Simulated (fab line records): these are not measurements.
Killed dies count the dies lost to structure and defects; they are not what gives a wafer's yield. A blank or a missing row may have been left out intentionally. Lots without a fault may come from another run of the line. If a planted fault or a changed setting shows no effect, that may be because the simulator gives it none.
Which tool is to blame? -- flow gf180mcu -- 6 lots with 18 wafers sampled at 4 steps, on a route of 602 steps

## WHAT THE GAUGES READ, wafer by wafer
GF_M1_OVL_MEAS_15.
lot,measured,on,M1_OVL (nm)
L603,day 17 12:40,overlay-02,7 2 3
L605,day 18 02:28,overlay-02,3 3 -4
L607,day 19 06:16,overlay-01,1 4 -2
L609,day 19 15:32,overlay-02,8 11 1
L616,day 22 11:07,overlay-02,-1 -5 -8
L624,day 25 01:24,overlay-01,-1 -3 -1

## EACH LOT AND THE TOOL THAT RAN IT (in order: tool; ch and the chambers of the sampled wafers; start)
lot,GF_CONTACT_SPUTTER_23,GF_CONTACT_CMP_27,GF_M1_SPUTTER_04
L603,"pvd sputter-02, day 16 13:55","cmp-02 ch 0,3, day 16 14:14","pvd sputter-04, day 16 14:43"
L605,"pvd sputter-01, day 17 02:41","cmp-01 ch 1,2, day 17 03:00","pvd sputter-03, day 17 03:29"
L607,"pvd sputter-02, day 18 04:50","cmp-01 ch 0,1,3, day 18 05:13","pvd sputter-03, day 18 05:42"
L609,"pvd sputter-04, day 18 14:41","cmp-01 ch 0,3, day 18 15:03","pvd sputter-04, day 18 15:29"
L616,"pvd sputter-02, day 21 10:59","cmp-02 ch 0,3, day 21 11:18","pvd sputter-03, day 21 11:47"
L624,"pvd sputter-01, day 24 02:41","cmp-01 ch 0,1,2, day 24 03:03","pvd sputter-03, day 24 03:29"
- GF_CONTACT_SPUTTER_23: material TiN, target thk 10 nm, time 40 s.
- GF_CONTACT_CMP_27: polishes, stops on SiO2, t overpolish 15 s, target thk 0 nm.
- GF_M1_SPUTTER_04: material TiN, target thk 50 nm, time 41.7 s.

## THE ANSWER, worked out from the rows above alone
Rule: what is usual is taken from the lots themselves. Put in order of their means at a reading, lots are off if they are a third of the lots or fewer, leave a main group of 4 or more, and stand apart from it by a gap of 3 or more times the standard deviation of the main group's means; of several such gaps the widest counts. The tables above print the reading to a certain number of digits; a main group whose means all agree to those digits is not used. Also off: a lot with no number at a reading for which 4 or more lots have one. Any other lot the step has rows for is counted as sound.
None of the lots is off at any reading shown; this tells nothing.

## WHAT THE SIMULATOR HAD PUT IN
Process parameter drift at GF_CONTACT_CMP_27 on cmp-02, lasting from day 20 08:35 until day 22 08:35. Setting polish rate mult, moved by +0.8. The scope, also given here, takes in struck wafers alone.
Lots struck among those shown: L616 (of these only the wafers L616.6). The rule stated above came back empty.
